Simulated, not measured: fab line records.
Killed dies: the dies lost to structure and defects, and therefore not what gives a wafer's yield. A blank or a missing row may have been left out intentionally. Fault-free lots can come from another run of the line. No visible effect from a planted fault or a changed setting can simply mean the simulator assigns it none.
fab line records | flow sky130
[record] lots = 5 | wafers = 15 | last-day = 49
route steps=708 shown VIA3@587 METAL4@598 PAD_OPEN@708
lots that met no fault: from a run of the same line without faults
start-h: start of the lot's first displayed wafer, in hours after the record's first day | wait-h: hours since the lot's step before | " unchanged from the row above | L1.1+2: one row covering several wafers at once | - no value present, or no start provided | * or withheld: withheld | < > ~ a bound
route shown NAME@n: NAME is a module with steps in the file, n the number in the route of the first one | usual: the fault-free wafers' mean and standard deviation | same: alike in all rows | chamber/n: place in a boat | sites: each site's reading | _std_site: how widely they spread, as a standard deviation | _edge_site: inner sites' mean taken away from outer sites' mean | radius-mm: how far each site lies from the wafer's centre | mask NAME#n: copy n | behind: tool/chamber where the wafer was last shaped | hold: why the lot was held/for how many hours/how that ended | device: whichever transistor did not switch (one of n, p or np) | end of line: tests run on the same wafers once the route is complete | step lacking rows: just its recipe | killed: not the wafer's yield, but the dies lost to structure and defects at the first sort | map: per-die view of a wafer (x killed, . not killed, _ where there is no die)
set.NAME: the setting that was run; set.NAME@STEP: the one run at that earlier step | model.NAME: the simulator's own value behind a step, which no gauge read
a table for each step, a row for each wafer; lots at some steps of the route
services: the hour from which a tool's chamber was out of use, counted from the record's first day as start-h (under 0 if before that day), plus the number of hours and why
[[steps]]
[step SKY_VIA3_ETCH_14]
[recipe] chemistry = N2/H2 | target = BARC | ion-energy-ev = 200 | source-w = 500 | bias-w = 100 | pressure-mtorr = 30 | n2-flow-sccm = 100 | h2-flow-sccm = 200 | stop-on = SiO2 | time-s = 45.9 | target-depth-a = 600
[usual] drypump-motor-current-A = 5.6/0.55 | oes-product-au = 0.854/0.0043 | throttle-valve-pct = 13.224/0.0098
lot.wafer | tool        | chamber | start-h | wait-h | drypump-motor-current-A | oes-product-au | rf-hours-counter-h | throttle-valve-pct
L578.4    | rie-diel-03 | 3       | 925.45  | 0.0    | 6.4                     | 0.853          | 16                 | 13.218
L578.5    | "           | 3       | "       | "      | 6.4                     | 0.857          | -                  | 13.218
L578.6    | "           | 2       | "       | "      | 5.0                     | 0.853          | -                  | 13.239
L583.1    | rie-diel-04 | 3       | 985.30  | 0.0    | 5.8                     | 0.857          | 16                 | 13.215
L583.4    | "           | 0       | "       | "      | 6.3                     | 0.860          | 6                  | 13.218
L583.6    | "           | 0       | "       | "      | 6.3                     | 0.854          | -                  | 13.218
L591.2    | rie-diel-02 | 0       | 1016.36 | 0.0    | 5.9                     | 0.853          | 27                 | 13.210
L591.4    | "           | 1       | "       | "      | 5.4                     | 0.855          | 13                 | 13.230
L591.5    | "           | 0       | "       | "      | 6.0                     | 0.846          | -                  | 13.245
L594.2    | rie-diel-03 | 3       | 1036.71 | 0.0    | 6.4                     | 0.849          | 20                 | 13.227
L594.3    | "           | 2       | "       | "      | 4.9                     | 0.850          | 5                  | 13.215
L594.4    | "           | 0       | "       | "      | 4.7                     | 0.852          | 18                 | 13.221
L599.2    | rie-diel-03 | 3       | 1060.25 | 0.0    | 6.4                     | 0.856          | 21                 | 13.206
L599.3    | "           | 1       | "       | "      | 5.3                     | 0.850          | 7                  | 13.227
L599.4    | "           | 2       | "       | "      | 4.9                     | 0.859          | 5                  | 13.216
[step SKY_VIA3_ETCH_15]
[recipe] target = SiO2 | chemistry = C4F8/O2/Ar | target-depth-nm = 507 | stop-on = TiN | mask-material = KrF-thick | source-w = 1500 | bias-w = 1200 | pressure-mtorr = 40 | c4f8-flow-sccm = withheld | O2_flow_sccm = 6 | Ar_flow_sccm = 300 | time-s = 78
[step SKY_VIA3_STRIP_16]
[recipe] chemistry = O2/N2 | power-w = 1400 | pressure-mtorr = 1500 | platen-temp-c = withheld | o2-flow-sccm = 3000 | n2-flow-sccm = 300 | overash-fraction = 0.5
[step SKY_VIA3_STRIP_17]
[recipe] chemistry = post-etch-residue-remover | time-s = 1200 | temp-c = 72.5
[step SKY_VIA3_CLEAN_18]
[recipe] chemistry = IPA | time-s = 180 | temp-c = 25
[step SKY_VIA3_CLEAN_19]
[recipe] chemistry = O3/DIW | dry = n2-spin
[step SKY_VIA3_SPUTTER_20]
[recipe] material = TiN | target-thk-nm = 20 | chamber-pressure-pa = 5 | power-w = 4000 | time-s = 80
[usual] throttle-valve-pct = 29.9/0.82
lot.wafer | tool           | chamber | start-h | wait-h | throttle-valve-pct
L578.4    | pvd-sputter-01 | -       | 926.14  | 0.0    | 28.8
L578.5    | "              | -       | "       | "      | 28.9
L578.6    | "              | -       | "       | "      | 30.7
L583.1    | pvd-sputter-04 | -       | 986.05  | 0.0    | 29.0
L583.4    | "              | -       | "       | "      | 29.6
L583.6    | "              | -       | "       | "      | 28.8
L591.2    | pvd-sputter-02 | -       | 1017.06 | 0.0    | 30.5
L591.4    | "              | -       | "       | "      | 28.6
L591.5    | "              | -       | "       | "      | 30.0
L594.2    | pvd-sputter-04 | -       | 1037.44 | 0.0    | 30.4
L594.3    | "              | -       | "       | "      | 30.7
L594.4    | "              | -       | "       | "      | 29.6
L599.2    | pvd-sputter-04 | -       | 1060.95 | 0.0    | 31.0
L599.3    | "              | -       | "       | "      | 30.0
L599.4    | "              | -       | "       | "      | 30.0
[step SKY_VIA3_CVD_21]
[recipe] material = W | target-thk-nm = 390 | time-s = 117.31 | temp-c = 400 | pressure-torr = 40
[step SKY_VIA3_RS_MEAS_22]
[recipe] thk-meas-gauge = four-point-probe | reads = W_of_VIA3_CVD_21+TiN_of_VIA3_SPUTTER_20
[usual] VIA3_W_RS = 0.2943/0.0028
lot.wafer | tool          | chamber | start-h | wait-h | VIA3_W_RS[ohm/sq]
L578.4    | film-metro-01 | -       | 926.38  | 0.1    | 0.2942
L578.5    | "             | -       | "       | "      | 0.2954
L578.6    | "             | -       | "       | "      | 0.2986
L583.1    | film-metro-03 | -       | 986.23  | 0.1    | 0.2912
L583.4    | "             | -       | "       | "      | 0.2905
L583.6    | "             | -       | "       | "      | 0.2916
L591.2    | film-metro-04 | -       | 1017.27 | 0.1    | 0.2897
L591.4    | "             | -       | "       | "      | 0.2913
L591.5    | "             | -       | "       | "      | 0.2901
L594.2    | film-metro-04 | -       | 1037.64 | 0.1    | 0.3002
L594.3    | "             | -       | "       | "      | 0.2959
L594.4    | "             | -       | "       | "      | 0.2965
L599.2    | film-metro-01 | -       | 1061.15 | 0.1    | 0.2906
L599.3    | "             | -       | "       | "      | 0.2920
L599.4    | "             | -       | "       | "      | 0.2984
[step SKY_VIA3_THK_MEAS_23]
[recipe] thk-meas-gauge = xrf | reads = W_of_VIA3_CVD_21
[usual] VIA3_W_THK = 398/5.2
lot.wafer | tool          | chamber | start-h | wait-h | VIA3_W_THK[nm]
L578.4    | film-metro-01 | -       | 926.47  | 0.1    | 393
L578.5    | "             | -       | "       | "      | 393
L578.6    | "             | -       | "       | "      | 389
L583.1    | film-metro-03 | -       | 986.35  | 0.1    | 402
L583.4    | "             | -       | "       | "      | 404
L583.6    | "             | -       | "       | "      | 403
L591.2    | film-metro-04 | -       | 1017.38 | 0.1    | 410
L591.4    | "             | -       | "       | "      | 403
L591.5    | "             | -       | "       | "      | 401
L594.2    | film-metro-04 | -       | 1037.75 | 0.1    | 394
L594.3    | "             | -       | "       | "      | 397
L594.4    | "             | -       | "       | "      | 397
L599.2    | film-metro-01 | -       | 1061.26 | 0.1    | 401
L599.3    | "             | -       | "       | "      | 398
L599.4    | "             | -       | "       | "      | 390
[step SKY_VIA3_CMP_24]
[recipe] stop-on = SiO2 | t-overpolish-s = 20 | down-force-psi = 3.5 | platen-rpm = 60 | target-thk-nm = 0 | pad-velocity-m-s = 0.94248
[usual] motor-current-A = 11.0/0.89 | overpolish-run-s = 19.999/0.0084 | time-to-endpoint-s = 94/3.4
[same] t-overpolish-s = 20
lot.wafer | tool   | chamber | start-h | wait-h | motor-current-A | overpolish-run-s | time-to-endpoint-s
L578.4    | cmp-02 | 2       | 926.50  | 0.0    | 11.3            | 19.996           | 95
L578.5    | "      | 2       | "       | "      | 11.0            | 20.003           | 90
L578.6    | "      | 3       | "       | "      | 10.7            | 20.005           | 90
L583.1    | cmp-02 | 2       | 986.59  | 0.2    | 11.3            | 20.005           | 96
L583.4    | "      | 0       | "       | "      | 11.8            | 20.000           | 102
L583.6    | "      | 3       | "       | "      | 10.9            | 19.987           | 97
L591.4    | cmp-01 | 2       | 1017.48 | 0.1    | 11.8            | 20.011           | 94
L591.2    | "      | 0       | "       | "      | 11.4            | 20.003           | 94
L591.5    | "      | 1       | "       | "      | 10.4            | 20.003           | 89
L594.3    | cmp-01 | 3       | 1037.80 | 0.0    | 9.3             | 20.005           | 92
L594.2    | "      | 0       | "       | "      | 11.7            | 19.993           | 92
L594.4    | "      | 2       | "       | "      | 11.2            | 20.004           | 93
L599.3    | cmp-01 | 1       | 1061.31 | 0.0    | 10.4            | 19.993           | 92
L599.2    | "      | 2       | "       | "      | 11.5            | 20.000           | 96
L599.4    | "      | 0       | "       | "      | 11.6            | 20.009           | 94
[step SKY_METAL4_SPUTTER_00]
[recipe] material = Ti | target-thk-nm = 15 | power-w = 3000 | time-s = 10 | chamber-pressure-pa = 0.4
[usual] throttle-valve-pct = 30.2/0.73
lot.wafer | tool           | chamber | start-h | wait-h | throttle-valve-pct
L578.4    | pvd-sputter-02 | -       | 926.80  | 0.2    | 30.3
L578.5    | "              | -       | "       | "      | 30.6
L578.6    | "              | -       | "       | "      | 29.7
L583.1    | pvd-sputter-03 | -       | 986.89  | 0.2    | 30.9
L583.4    | "              | -       | "       | "      | 30.2
L583.6    | "              | -       | "       | "      | 30.1
L591.2    | pvd-sputter-03 | -       | 1017.73 | 0.1    | 30.4
L591.4    | "              | -       | "       | "      | 31.0
L591.5    | "              | -       | "       | "      | 30.0
L594.2    | pvd-sputter-03 | -       | 1038.10 | 0.2    | 31.0
L594.3    | "              | -       | "       | "      | 30.3
L594.4    | "              | -       | "       | "      | 30.1
L599.2    | pvd-sputter-02 | -       | 1061.61 | 0.2    | 30.1
L599.3    | "              | -       | "       | "      | 30.6
L599.4    | "              | -       | "       | "      | 29.8
[step SKY_METAL4_SPUTTER_01]
[recipe] material = TiN | target-thk-nm = 20 | power-w = 6500 | time-s = 16.7 | chamber-pressure-pa = 0.4
[usual] throttle-valve-pct = 30.2/0.72
lot.wafer | tool           | chamber | start-h | wait-h | throttle-valve-pct | model.TiN_of_METAL4_SPUTTER_01.thk-nm
L578.4    | pvd-sputter-02 | -       | 926.83  | 0.0    | 30.2               | 19.85
L578.5    | "              | -       | "       | "      | 31.0               | 19.74
L578.6    | "              | -       | "       | "      | 29.7               | 19.87
L583.1    | pvd-sputter-03 | -       | 986.92  | 0.0    | 30.7               | 19.84
L583.4    | "              | -       | "       | "      | 30.0               | 19.97
L583.6    | "              | -       | "       | "      | 30.1               | 19.93
L591.2    | pvd-sputter-03 | -       | 1017.75 | 0.0    | 30.5               | 20.06
L591.4    | "              | -       | "       | "      | 31.0               | 20.01
L591.5    | "              | -       | "       | "      | 30.2               | 20.2
L594.2    | pvd-sputter-03 | -       | 1038.13 | 0.0    | 30.8               | 19.97
L594.3    | "              | -       | "       | "      | 30.7               | 19.9
L594.4    | "              | -       | "       | "      | 30.3               | 20.07
L599.2    | pvd-sputter-02 | -       | 1061.64 | 0.0    | 30.1               | 19.84
L599.3    | "              | -       | "       | "      | 30.5               | 20.07
L599.4    | "              | -       | "       | "      | 29.9               | 25.5
[step SKY_METAL4_SPUTTER_02]
[recipe] material = AlCu | target-thk-nm = 735 | power-w = 10600 | time-s = 39.1 | chamber-pressure-pa = 0.4
[usual] throttle-valve-pct = 30.1/0.72
lot.wafer | tool           | chamber | start-h | wait-h | throttle-valve-pct
L578.4    | pvd-sputter-02 | -       | 926.85  | 0.0    | 30.3
L578.5    | "              | -       | "       | "      | 30.6
L578.6    | "              | -       | "       | "      | 29.9
L583.1    | pvd-sputter-03 | -       | 986.94  | 0.0    | 30.6
L583.4    | "              | -       | "       | "      | 30.2
L583.6    | "              | -       | "       | "      | 29.7
L591.2    | pvd-sputter-03 | -       | 1017.77 | 0.0    | 30.9
L591.4    | "              | -       | "       | "      | 31.1
L591.5    | "              | -       | "       | "      | 30.2
L594.2    | pvd-sputter-03 | -       | 1038.15 | 0.0    | 30.7
L594.3    | "              | -       | "       | "      | 30.6
L594.4    | "              | -       | "       | "      | 29.9
L599.2    | pvd-sputter-02 | -       | 1061.66 | 0.0    | 30.0
L599.3    | "              | -       | "       | "      | 30.8
L599.4    | "              | -       | "       | "      | 29.9
[step SKY_PAD_OPEN_PROBE_99]
[usual] defect-limited-yield = 82.2/1.9 | killed_at_M0_to_M3 = 43/6.5 | killed_at_M4_up = 3.5/1.9 | killed-at-contacts = 24/5.4 | killed-at-front-end = 16/4.8 | killed-at-other = 0.4/0.64 | killed-dies = 87/9.4 | killed-open = 47/7 | killed-short = 40/6.3 | sort_bin_3_pad_short = 0.9/0.4 | sort_bin_5_function = 10.5/1.4 | sort_bin_6_memory = 6.3/1.1 | sort-n-pass = 405/9.4 | sort-yield-pct = 82.2/1.9
[same] gross-dies = 492 | killed-at-back-side = 0 | sort_bin_4_leakage[%] = 0 | sort_bin_8_speed[%] = 0
lot.wafer | tool      | chamber | start-h | wait-h | defect-limited-yield[%] | killed_at_M0_to_M3 | killed_at_M4_up | killed-at-contacts | killed-at-front-end | killed-at-other | killed-dies | killed-open | killed-short | sort_bin_3_pad_short[%] | sort_bin_5_function[%] | sort_bin_6_memory[%] | sort-n-pass | sort-yield-pct[%]
L578.4    | prober-02 | -       | 1072.74 | 0.2    | 79.9                    | 43                 | 4               | 31                 | 21                  | 0               | 99          | 53          | 45           | 1.2                     | 12.4                   | 6.5                  | 393         | 79.9
L578.5    | prober-02 | -       | 1072.79 | 0.2    | 84.1                    | 29                 | 4               | 27                 | 18                  | 0               | 78          | 35          | 42           | 1.4                     | 8.3                    | 6.1                  | 414         | 84.1
L578.6    | prober-02 | -       | 1072.84 | 0.2    | 81.3                    | 54                 | 0               | 23                 | 14                  | 1               | 92          | 60          | 30           | 0.8                     | 10.6                   | 7.3                  | 400         | 81.3
L583.1    | prober-02 | -       | 1124.14 | 0.1    | 85.0                    | 39                 | 2               | 23                 | 10                  | 0               | 74          | 44          | 30           | 0.8                     | 8.9                    | 5.3                  | 418         | 85.0
L583.4    | prober-02 | -       | 1124.29 | 0.2    | 81.7                    | 54                 | 5               | 24                 | 7                   | 0               | 90          | 47          | 43           | 0.6                     | 10.8                   | 6.9                  | 402         | 81.7
L583.6    | prober-02 | -       | 1124.39 | 0.2    | 81.5                    | 49                 | 3               | 25                 | 14                  | 0               | 91          | 56          | 35           | 1.2                     | 10.0                   | 7.3                  | 401         | 81.5
L591.2    | prober-01 | -       | 1149.21 | 0.1    | 81.1                    | 41                 | 5               | 24                 | 21                  | 2               | 93          | 55          | 36           | 1.0                     | 11.2                   | 6.7                  | 399         | 81.1
L591.4    | prober-01 | -       | 1149.31 | 0.2    | 80.1                    | 48                 | 6               | 27                 | 17                  | 0               | 98          | 51          | 47           | 1.0                     | 12.0                   | 6.9                  | 394         | 80.1
L591.5    | prober-01 | -       | 1149.36 | 0.2    | 78.9                    | 51                 | 2               | 33                 | 16                  | 2               | 104         | 53          | 49           | 1.4                     | 12.6                   | 7.1                  | 388         | 78.9
L594.2    | prober-02 | -       | 1165.15 | 0.1    | 80.7                    | 45                 | 3               | 23                 | 24                  | 0               | 95          | 44          | 51           | 0.4                     | 10.6                   | 8.3                  | 397         | 80.7
L594.3    | prober-02 | -       | 1165.20 | 0.2    | 81.5                    | 46                 | 5               | 22                 | 17                  | 1               | 91          | 43          | 48           | 1.4                     | 10.8                   | 6.3                  | 401         | 81.5
L594.4    | prober-02 | -       | 1165.25 | 0.2    | 82.7                    | 46                 | 2               | 25                 | 12                  | 0               | 85          | 50          | 35           | 0.8                     | 11.2                   | 5.3                  | 407         | 82.7
L599.2    | prober-01 | -       | 1184.43 | 0.1    | 81.9                    | 38                 | 2               | 33                 | 16                  | 0               | 89          | 53          | 36           | 1.0                     | 10.6                   | 6.5                  | 403         | 81.9
L599.3    | prober-01 | -       | 1184.48 | 0.2    | 83.3                    | 37                 | 3               | 21                 | 21                  | 0               | 82          | 51          | 31           | 0.6                     | 12.0                   | 4.1                  | 410         | 83.3
L599.4    | prober-01 | -       | 1184.53 | 0.2    | 83.1                    | 43                 | 3               | 25                 | 12                  | 0               | 83          | 42          | 39           | 0.4                     | 11.0                   | 5.5                  | 409         | 83.1
// killed by level:class
L578.4 VIA1:geometric-particle:open=10 VIA2:geometric-particle:open=8 LI_CONTACT:geometric-particle:open=8 LOCAL_INTERCONNECT:geometric-particle:short=8 METAL2:geometric-particle:short=7 FIELD_ISO:geometric-particle:open=5 FIELD_ISO:geometric-particle:short=5 CONTACT:geometric-particle:open=5
L578.5 CONTACT:geometric-particle:open=10 LOCAL_INTERCONNECT:geometric-particle:short=7 CONTACT:geometric-particle:short=7 METAL2:geometric-particle:short=7 FIELD_ISO:geometric-particle:open=4 VIA1:geometric-particle:open=4 VIA2:geometric-particle:open=4 VIA3:geometric-particle:open=4
L578.6 CONTACT:geometric-particle:open=13 VIA2:geometric-particle:open=11 VIA1:geometric-particle:open=10 VIA3:geometric-particle:open=10 VIA3:geometric-particle:short=5 FIELD_ISO:geometric-particle:open=4 POLY_GATE:geometric-particle:open=4 CONTACT:geometric-particle:short=4
L583.1 VIA1:geometric-particle:open=10 CONTACT:geometric-particle:open=10 VIA2:geometric-particle:open=7 METAL3:geometric-particle:short=5 LOCAL_INTERCONNECT:geometric-particle:short=5 VIA3:geometric-particle:open=4 SPACER:geometric-particle:open=3 LI_CONTACT:geometric-particle:open=3
L583.4 VIA1:geometric-particle:open=10 METAL2:geometric-particle:short=9 LI_CONTACT:geometric-particle:open=8 LOCAL_INTERCONNECT:geometric-particle:short=8 VIA3:geometric-particle:short=8 VIA2:geometric-particle:open=7 CONTACT:geometric-particle:open=7 VIA3:geometric-particle:open=7
L583.6 VIA1:geometric-particle:open=14 LI_CONTACT:geometric-particle:open=10 VIA2:geometric-particle:open=8 CONTACT:geometric-particle:open=8 VIA1:geometric-particle:short=6 VIA2:geometric-particle:short=5 FIELD_ISO:geometric-particle:short=4 POLY_GATE:geometric-particle:open=4
L591.2 VIA1:geometric-particle:open=13 LI_CONTACT:geometric-particle:open=8 CONTACT:geometric-particle:open=7 FIELD_ISO:geometric-particle:open=6 VIA2:geometric-particle:open=6 FIELD_ISO:geometric-particle:short=5 POLY_GATE:geometric-particle:short=4 CONTACT:geometric-particle:short=4
L591.4 METAL1:geometric-particle:short=11 CONTACT:geometric-particle:open=10 LI_CONTACT:geometric-particle:open=7 VIA3:geometric-particle:open=7 VIA2:geometric-particle:short=6 VIA3:geometric-particle:short=6 FIELD_ISO:geometric-particle:short=5 VIA1:geometric-particle:open=4
L591.5 CONTACT:geometric-particle:open=14 METAL1:geometric-particle:short=13 VIA2:geometric-particle:open=8 LI_CONTACT:geometric-particle:open=6 FIELD_ISO:geometric-particle:open=5 POLY_GATE:geometric-particle:open=5 LI_CONTACT:geometric-particle:short=5 VIA1:geometric-particle:open=5
L594.2 VIA1:geometric-particle:open=11 CONTACT:geometric-particle:open=10 VIA3:geometric-particle:open=7 VIA2:geometric-particle:short=6 FIELD_ISO:geometric-particle:short=5 LOCAL_INTERCONNECT:geometric-particle:short=5 CONTACT:geometric-particle:short=5 VIA2:geometric-particle:open=5
L594.3 VIA3:geometric-particle:open=9 LOCAL_INTERCONNECT:geometric-particle:short=7 VIA1:geometric-particle:short=7 VIA1:geometric-particle:open=7 CONTACT:geometric-particle:open=6 VIA2:geometric-particle:open=6 METAL1:geometric-particle:short=5 POLY_GATE:geometric-particle:open=4
L594.4 CONTACT:geometric-particle:open=10 VIA1:geometric-particle:open=10 VIA2:geometric-particle:open=7 LI_CONTACT:geometric-particle:open=6 VIA1:geometric-particle:short=6 VIA3:geometric-particle:open=6 METAL3:geometric-particle:short=5 METAL2:geometric-particle:short=4
L599.2 LI_CONTACT:geometric-particle:open=11 CONTACT:geometric-particle:open=11 METAL1:geometric-particle:short=7 VIA2:geometric-particle:open=7 CONTACT:geometric-particle:short=6 VIA3:geometric-particle:open=6 POLY_GATE:geometric-particle:short=5 FIELD_ISO:geometric-particle:short=4
L599.3 VIA3:geometric-particle:open=9 CONTACT:geometric-particle:open=8 VIA1:geometric-particle:open=7 VIA2:geometric-particle:open=7 POLY_GATE:geometric-particle:short=5 POLY_GATE:geometric-particle:open=5 LI_CONTACT:geometric-particle:open=5 FIELD_ISO:geometric-particle:open=4
L599.4 CONTACT:geometric-particle:open=10 CONTACT:geometric-particle:short=8 VIA1:geometric-particle:open=8 VIA2:geometric-particle:open=7 METAL2:geometric-particle:short=6 VIA3:geometric-particle:open=6 VIA1:geometric-particle:short=5 LI_CONTACT:geometric-particle:open=4
[[services]]
tool           | chamber | start-h | hours | kind
rie-diel-02    | 3       | 911.97  | 2.5   | repair
cmp-02         | -       | 912.00  | 4.0   | pm
cmp-02         | -       | 916.00  | -     | consumable-replace:conditioner
cmp-02         | -       | 916.00  | -     | consumable-replace:pad
cmp-02         | -       | 916.32  | 6.9   | pm
rie-diel-04    | 1       | 916.97  | 7.2   | repair
rie-diel-02    | -       | 930.16  | 0.3   | repair
pvd-sputter-04 | -       | 933.97  | 2.4   | repair
pvd-sputter-03 | -       | 943.03  | 1.7   | repair
pvd-sputter-02 | -       | 982.11  | 11.9  | repair
pvd-sputter-03 | -       | 994.44  | 5.8   | repair
cmp-02         | -       | 994.74  | 6.1   | pm
pvd-sputter-03 | -       | 995.29  | 14.7  | repair
rie-diel-03    | -       | 995.79  | 3.9   | repair
pvd-sputter-04 | -       | 1005.31 | 0.9   | repair
cmp-02         | -       | 1014.51 | 2.5   | repair
rie-diel-04    | -       | 1025.73 | 2.8   | pm
rie-diel-02    | 1       | 1032.82 | 2.0   | repair
rie-diel-03    | 2       | 1039.05 | 7.4   | repair
rie-diel-02    | -       | 1051.81 | 14.6  | pm
[[key]]
first-sign none at tools or gauges
[model-effect] step = SKY_METAL4_SPUTTER_01 | value = TiN_of_METAL4_SPUTTER_01.thk-nm | without = 20.1 | struck = 25.5
met-at SKY_METAL4_SPUTTER_01
struck-wafers L599.4
onset-between 926.83 1061.64
[fault] kind = process-parameter-drift | tool = pvd-sputter-02 | chamber = - | onset-h = 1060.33 | steps = SKY_METAL4_SPUTTER_01 | channel = time-s | offset = * | shape = step | end-h = 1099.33 | acts-in = * | stated = * | scope = struck-wafers-only
